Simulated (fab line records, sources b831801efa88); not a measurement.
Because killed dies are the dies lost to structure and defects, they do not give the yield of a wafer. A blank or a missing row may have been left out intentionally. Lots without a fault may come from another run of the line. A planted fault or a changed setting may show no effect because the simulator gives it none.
Tool commonality check ; flow gf180mcu ; Lots sampled 15, wafers sampled 57

== WHY IT WAS OPENED ==
4 of 15 lots carry a flag on the reading SAB_OVL at GF_SAB_OVL_MEAS_10. Wafers without a fault read -1.5 nm, standard deviation 1.3.
Rule: a lot is flagged when every wafer of it that has a number lies more than 4 standard deviations from that mean, or none has a number. All remaining lots are regarded as sound.

lot;measured;on;SAB_OVL (nm), wafer by wafer;flag
L264;day 15 06:21;overlay-02;-0.7 -1.5 -2.7;
L266;day 16 07:26;overlay-01;-1.3 -3.0 -2.5;
L267;day 16 14:51;overlay-01;-1.0 -3.6 -1.8;
L268;day 17 00:39;overlay-01;-0.7 -0.9 -0.4;
L272;day 18 06:56;overlay-02;-5.2 -2.0 -3.7;
L275;day 19 12:06;overlay-02;-2.0 -0.6 -1.6;
L276;day 20 00:27;overlay-02;-2.6 -2.0 -1.7;
L277;day 20 18:56;overlay-01;-2.6 0.5 -0.9;
L278;day 20 23:11;overlay-02;52.8 53.3 51.1 54.5 54.0 52.4;FLAGGED
L279;day 21 03:24;overlay-01;-1.2 -2.5 0.7;
L280;day 21 12:30;overlay-01;52.8 54.0 54.1 53.8 55.2 54.9;FLAGGED
L281;day 21 23:24;overlay-02;53.5 55.6 55.1 54.1 56.9 55.5;FLAGGED
L283;day 22 09:53;overlay-01;51.0 54.5 53.0 52.9 55.7 53.5;FLAGGED
L284;day 22 16:23;overlay-02;-2.9 1.2 -3.1;
L286;day 23 06:26;overlay-02;-1.6 -0.6 -2.4;
The numbers of the flagged lots are 53.9 nm on average: +55.4 nm against the usual, or +43 standard deviations.

== EACH LOT AND THE TOOL IT RAN ON ==
Before the reading, the record contains 2 process steps out of a 602-step route. Read each cell as the tool, then ch plus the chambers that the sampled wafers visited, then the start.
lot;flag;GF_HV_LDD_ETCHBACK_58;GF_SAB_EXPOSE_06
L264;;rieDiel-03 ch 0,1,3, day 12 16:24;ilineStepper-02 ch 0, day 14 19:11
L266;;rieDiel-03 ch 1,2, day 13 15:00;ilineStepper-01 ch 0, day 15 20:31
L267;;rieDiel-02 ch 0,2, day 13 21:06;ilineStepper-02 ch 0, day 16 03:49
L268;;rieDiel-02 ch 2,3, day 14 06:14;ilineStepper-02 ch 0, day 16 13:01
L272;;rieDiel-04 ch 1,2,3, day 15 09:58;ilineStepper-02 ch 0, day 17 19:08
L275;;rieDiel-02 ch 1,3, day 16 12:38;ilineStepper-01 ch 0, day 19 00:10
L276;;rieDiel-02 ch 0,1,2, day 17 01:28;ilineStepper-01 ch 0, day 19 12:28
L277;;rieDiel-03 ch 0,2, day 17 17:47;ilineStepper-02 ch 0, day 20 06:54
L278;FLAGGED;rieDiel-04 ch 0,2, day 17 21:25;ilineStepper-01 ch 0, day 20 11:22
L279;;rieDiel-04 ch 0,2,3, day 18 02:11;ilineStepper-02 ch 0, day 20 15:58
L280;FLAGGED;rieDiel-04 ch 0,2, day 18 11:08;ilineStepper-01 ch 0, day 21 00:28
L281;FLAGGED;rieDiel-04 ch 0,1,2, day 18 21:43;ilineStepper-01 ch 0, day 21 11:30
L283;FLAGGED;rieDiel-03 ch 0,2,3, day 19 09:00;ilineStepper-01 ch 0, day 21 22:19
L284;;rieDiel-02 ch 0,1,2, day 19 16:17;ilineStepper-02 ch 0, day 22 04:45
L286;;rieDiel-02 ch 1,2, day 20 06:15;ilineStepper-02 ch 0, day 22 19:17
What is done by these steps:
- GF_HV_LDD_ETCHBACK_58: etches Si3N4 in CH3F/O2, stops on SiO2, time 100 s, target depth 90 nm.
- GF_SAB_EXPOSE_06: exposes mask SAB, target cd 420 nm.
- GF_SAB_OVL_MEAS_10

== FLAGGED AGAINST TOTAL, ONE TOOL AT A TIME (gauges that did the reading follow at the end) ==
step;tool;lots run;flagged;share of the flagged lots;sound lots run after its first flagged lot
GF_HV_LDD_ETCHBACK_58;rieDiel-02;6;0;none;-
GF_HV_LDD_ETCHBACK_58;rieDiel-03;4;1;some;0
GF_HV_LDD_ETCHBACK_58;rieDiel-04;5;3;some;1 (L279)
GF_SAB_EXPOSE_06;ilineStepper-01;7;4;all;0
GF_SAB_EXPOSE_06;ilineStepper-02;8;0;none;-
GF_SAB_OVL_MEAS_10;overlay-01;7;2;some;0
GF_SAB_OVL_MEAS_10;overlay-02;8;2;some;2 (L284,L286)

== WHAT THE TABLE ALLOWS ==
1 row of the table ran every flagged lot: ilineStepper-01 at GF_SAB_EXPOSE_06.
- ilineStepper-01 at GF_SAB_EXPOSE_06: 4 of its 7 lots flagged. A fault beginning between L276 (day 19 12:28), its last sound lot, and L278 (day 20 11:22), its first flagged one, fits the data.
What remains is a single tool, ilineStepper-01 at GF_SAB_EXPOSE_06.

== WHAT THE SIMULATOR HAD PUT IN ==
Scanner matching overlay: ilineStepper-01, from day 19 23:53 on, at GF_SAB_EXPOSE_06. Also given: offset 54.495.
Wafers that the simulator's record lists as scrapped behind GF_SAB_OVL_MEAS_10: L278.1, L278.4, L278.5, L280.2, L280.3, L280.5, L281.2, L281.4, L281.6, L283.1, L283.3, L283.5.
Lots struck among those shown: L278, L280, L281, L283. The rule above found the same.
